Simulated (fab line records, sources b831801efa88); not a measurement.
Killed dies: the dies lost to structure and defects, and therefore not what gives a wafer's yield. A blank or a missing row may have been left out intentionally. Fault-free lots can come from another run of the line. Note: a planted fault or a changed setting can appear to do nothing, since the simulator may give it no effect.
Struck lot and sound lot, side by side / flow sky130 / 27 steps out of a route of 708
Sound: wafers L369.1, L369.2, L369.5. Wafers struck: L359.2, L359.4, L359.6. The cause is given at the end.
Each step with rows lists, per side, the tool, then ch with its chambers, then its first start. Under that, the readings that differ: sound wafers / struck wafers / difference of the means / sigmas: that difference in standard deviations of wafers without a fault.
alike: a reading whose means differ by less than 2 such deviations, as well as words and numbers matching on both sides. not compared: withheld readings; readings where some wafer has no value; bounds like >300 that might hide an equal value; numbers whose values overlap and for which the record gives no deviation.
Wherever a step has rows on one side only, a row that says differs or no value, or a row with sigmas, the two part there. Numbers that don't overlap but have no deviation are shown without sigmas and don't part them. Lack of a reading on every wafer of one side parts them only where that side has two or more wafers.

first, 3 steps without rows for these wafers: SKY_LDD_N_EXPOSE_04 (exposes mask NTM, target cd 840 nm); SKY_LDD_N_PEB_05; SKY_LDD_N_DEVELOP_06 (develop time 60 s).
SKY_LDD_N_OVL_MEAS_07:
  struck on overlay-02, day 20 03:20; sound on overlay-01, day 23 17:01
  alike: LDD_N_OVL
then, 8 steps without rows for these wafers: SKY_LDD_N_IMPLANT_08; SKY_LDD_N_IMPLANT_09; SKY_LDD_N_IMPLANT_10; SKY_LDD_N_IMPLANT_11; SKY_LDD_N_IMPLANT_12; SKY_LDD_N_IMPLANT_13; SKY_LDD_N_IMPLANT_14; SKY_LDD_N_IMPLANT_15.
SKY_LDD_N_STRIP_16: strips in O2/N2.
  sound on plasma-asher-02 ch 0,1, day 23 18:16; struck on plasma-asher-01 ch 0,1, day 20 04:34
  no value came back on the struck wafers for chamber-pressure-mTorr (mTorr), drypump-motor-current-A (A), oes-product-au (a.u.), strip-time-to-endpoint-s (s); on the sound wafers chamber-pressure-mTorr (mTorr) reads 1497.2 1500.5 1499.5
reading=model.NOVOLAK_of_LDD_N_COAT_02.thk-nm (nm); sound=0 0 0; struck=301 299.6 301.4; difference=+301; sigmas=
  not compared: rf-hours-counter-h
SKY_LDD_N_TW_MEAS_17:
  struck on film-metro-04, day 20 04:41; sound on film-metro-04, day 23 18:22
  alike: LDD_N_TW
then, 7 steps without rows for these wafers: SKY_LDD_P_DEHYDRATE_00 (time 60 s); SKY_LDD_P_HMDS_01 (prime time 60 s); SKY_LDD_P_COAT_02 (resist thk 1140 nm); SKY_LDD_P_SOFTBAKE_03 (time 60 s); SKY_LDD_P_EXPOSE_04 (exposes mask PSDM, target cd 380 nm); SKY_LDD_P_PEB_05; SKY_LDD_P_DEVELOP_06 (develop time 60 s).
SKY_LDD_P_CD_MEAS_07: the cd target is 380 nm.
  struck on cd-sem-02, day 21 10:30; sound on cd-sem-01, day 25 00:34
  alike: cd-nm
SKY_LDD_P_OVL_MEAS_08:
  struck on overlay-02, day 21 10:37; sound on overlay-01, day 25 00:41
  alike: LDD_P_OVL
following that, these wafers have no rows for 1 step: SKY_LDD_P_IMPLANT_09.
SKY_LDD_P_STRIP_10: strips in O2/N2.
  sound on plasma-asher-04 ch 0,1, day 25 00:53; struck on plasma-asher-03 ch 0, day 21 10:47
reading=strip-time-to-endpoint-s (s); sound=14.13 14.10 14.10; struck=18.83 18.84 18.81; difference=+4.72; sigmas=+99 or more
  alike: chamber-pressure-mTorr, drypump-motor-current-A, oes-product-au
  not compared: rf-hours-counter-h
SKY_LDD_P_TW_MEAS_11:
  struck on film-metro-02, day 21 10:54; sound on film-metro-03, day 25 01:01
reading=LDD_P_TW; sound=645 646 642; struck=30 30 30; difference=-614; sigmas=-99 or more
then, 1 step without rows for these wafers: SKY_LDD_HVN_DEHYDRATE_00 (time 60 s).

## WHERE THEY PART
Earliest at SKY_LDD_N_STRIP_16; latest, in this record, at SKY_LDD_P_TW_MEAS_11.

WHY: what had been put in by the simulator
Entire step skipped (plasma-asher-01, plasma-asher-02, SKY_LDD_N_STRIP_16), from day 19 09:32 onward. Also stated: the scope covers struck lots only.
